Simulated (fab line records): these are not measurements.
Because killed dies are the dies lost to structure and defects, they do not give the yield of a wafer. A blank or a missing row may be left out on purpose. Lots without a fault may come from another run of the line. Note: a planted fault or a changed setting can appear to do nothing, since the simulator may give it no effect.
Which tool was responsible? / flow sky130 / 42 wafers from 14 lots sampled at 2 of the route's 708 steps

## WHAT EACH GAUGE READ, for each wafer
SKY_VT_ADJUST_LVTN_OVL_MEAS_18.
lot=L633; measured=day 8 09:26; on=overlay-01; VT_ADJUST_LVTN_01_OVL (nm)=1.1 1.4 1.5
lot=L632; measured=day 8 13:01; on=overlay-01; VT_ADJUST_LVTN_01_OVL (nm)=-1.1 -0.5 0.0
lot=L634; measured=day 8 14:53; on=overlay-01; VT_ADJUST_LVTN_01_OVL (nm)=2.4 1.1 0.5
lot=L635; measured=day 9 02:35; on=overlay-02; VT_ADJUST_LVTN_01_OVL (nm)=0.1 -0.1 -0.7
lot=L637; measured=day 9 08:13; on=overlay-02; VT_ADJUST_LVTN_01_OVL (nm)=-2.0 -0.9 -2.9
lot=L638; measured=day 9 18:22; on=overlay-02; VT_ADJUST_LVTN_01_OVL (nm)=-0.7 -1.7 -1.3
lot=L639; measured=day 10 01:46; on=overlay-02; VT_ADJUST_LVTN_01_OVL (nm)=-1.2 -2.1 0.4
lot=L642; measured=day 10 21:25; on=overlay-02; VT_ADJUST_LVTN_01_OVL (nm)=0.2 0.5 0.7
lot=L643; measured=day 11 02:26; on=overlay-01; VT_ADJUST_LVTN_01_OVL (nm)=-2.5 0.2 0.2
lot=L644; measured=day 11 09:46; on=overlay-01; VT_ADJUST_LVTN_01_OVL (nm)=2.0 3.2 2.5
lot=L646; measured=day 11 23:07; on=overlay-02; VT_ADJUST_LVTN_01_OVL (nm)=-2.0 -0.9 -1.7
lot=L647; measured=day 12 12:46; on=overlay-01; VT_ADJUST_LVTN_01_OVL (nm)=1.0 1.6 -0.4
lot=L651; measured=day 13 14:51; on=overlay-01; VT_ADJUST_LVTN_01_OVL (nm)=-0.4 0.4 2.6
lot=L654; measured=day 14 11:38; on=overlay-01; VT_ADJUST_LVTN_01_OVL (nm)=-0.1 0.4 0.3

## WHAT TOOL EACH LOT RAN ON (gives the tool, then ch and the chambers of the sampled wafers, and finally the start)
lot=L633; SKY_NWELL_IMPLANT_12=implanter-02 ch 0, day 5 02:34
lot=L632; SKY_NWELL_IMPLANT_12=implanter-01 ch 0, day 5 06:36
lot=L634; SKY_NWELL_IMPLANT_12=implanter-04 ch 0, day 5 08:08
lot=L635; SKY_NWELL_IMPLANT_12=implanter-04 ch 0, day 5 17:59
lot=L637; SKY_NWELL_IMPLANT_12=implanter-04 ch 0, day 5 22:53
lot=L638; SKY_NWELL_IMPLANT_12=implanter-02 ch 0, day 6 07:26
lot=L639; SKY_NWELL_IMPLANT_12=implanter-04 ch 0, day 6 14:03
lot=L642; SKY_NWELL_IMPLANT_12=implanter-04 ch 0, day 7 06:51
lot=L643; SKY_NWELL_IMPLANT_12=implanter-02 ch 0, day 7 10:38
lot=L644; SKY_NWELL_IMPLANT_12=implanter-02 ch 0, day 7 16:49
lot=L646; SKY_NWELL_IMPLANT_12=implanter-02 ch 0, day 8 05:02
lot=L647; SKY_NWELL_IMPLANT_12=implanter-04 ch 0, day 8 18:23
lot=L651; SKY_NWELL_IMPLANT_12=implanter-02 ch 0, day 9 13:19
lot=L654; SKY_NWELL_IMPLANT_12=implanter-01 ch 0, day 10 10:52
- SKY_NWELL_IMPLANT_12

## AS READ BY THE TOOLS THEMSELVES (means over the sampled wafers that have a number; for cases with no such wafer, the mark the record gives instead)
SKY_NWELL_IMPLANT_12.
lot=L633; tool=implanter-02; beamEnergyKeV=120.03; beamOnS (s)=10.08
lot=L632; tool=implanter-01; beamEnergyKeV=119.99; beamOnS (s)=9.97
lot=L634; tool=implanter-04; beamEnergyKeV=120.03; beamOnS (s)=9.95
lot=L635; tool=implanter-04; beamEnergyKeV=119.99; beamOnS (s)=9.98
lot=L637; tool=implanter-04; beamEnergyKeV=120.02; beamOnS (s)=9.80
lot=L638; tool=implanter-02; beamEnergyKeV=120.02; beamOnS (s)=9.96
lot=L639; tool=implanter-04; beamEnergyKeV=120.03; beamOnS (s)=10.15
lot=L642; tool=implanter-04; beamEnergyKeV=119.97; beamOnS (s)=9.90
lot=L643; tool=implanter-02; beamEnergyKeV=120.03; beamOnS (s)=9.96
lot=L644; tool=implanter-02; beamEnergyKeV=119.97; beamOnS (s)=9.95
lot=L646; tool=implanter-02; beamEnergyKeV=134.19; beamOnS (s)=9.91
lot=L647; tool=implanter-04; beamEnergyKeV=120.00; beamOnS (s)=9.94
lot=L651; tool=implanter-02; beamEnergyKeV=134.21; beamOnS (s)=10.09
lot=L654; tool=implanter-01; beamEnergyKeV=119.97; beamOnS (s)=9.96

## THE ANSWER, worked out from the rows above alone
Rule: what is usual is taken from the lots themselves. The widest of any qualifying gaps counts: lots, ordered by their means at a reading, are off when they make up no more than a third of the lots, leave a main group of 4 or more, and stand apart from it by 3 or more times the standard deviation of that group's means. If all means in a main group match to the digits the tables above print for the reading, that group is not used. A lot without any number at a reading at which 4 lots or more have one is off too. The other lots that the step has rows for count as sound. The gauges are gone through in route order, then the tools' own readings, and for those a lot's mean is taken as printed above. The first step at which some lot is off is used, and at that step the reading that is off furthest; a lot without a number counts as furthest.
Off: L646, L651 (SKY_NWELL_IMPLANT_12, beamEnergyKeV). For the main group the mean is 120.00 and the standard deviation 0.024.
If a tool, at that step or one of the process steps before it, ran each lot that is off and ran no sound lot following the first of them, it fits. One candidate fits, namely implanter-02 at SKY_NWELL_IMPLANT_12. Its last sound lot is L644 (day 7 16:49), its first lot that is off L646 (day 8 05:02): a fault that began between those two fits.
The tool's own readings at SKY_NWELL_IMPLANT_12 bear it out: on the lots that are off they differ by more than 5 times the standard deviation of the sound lots' means. beamEnergyKeV reads 134.20 there against 120.00 on the sound lots.

## WHAT THE SIMULATOR HAD INSERTED
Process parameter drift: implanter-02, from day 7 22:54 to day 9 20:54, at SKY_NWELL_IMPLANT_12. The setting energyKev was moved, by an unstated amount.
Lots struck among those shown: L646, L651. This agrees with what the rule above found.
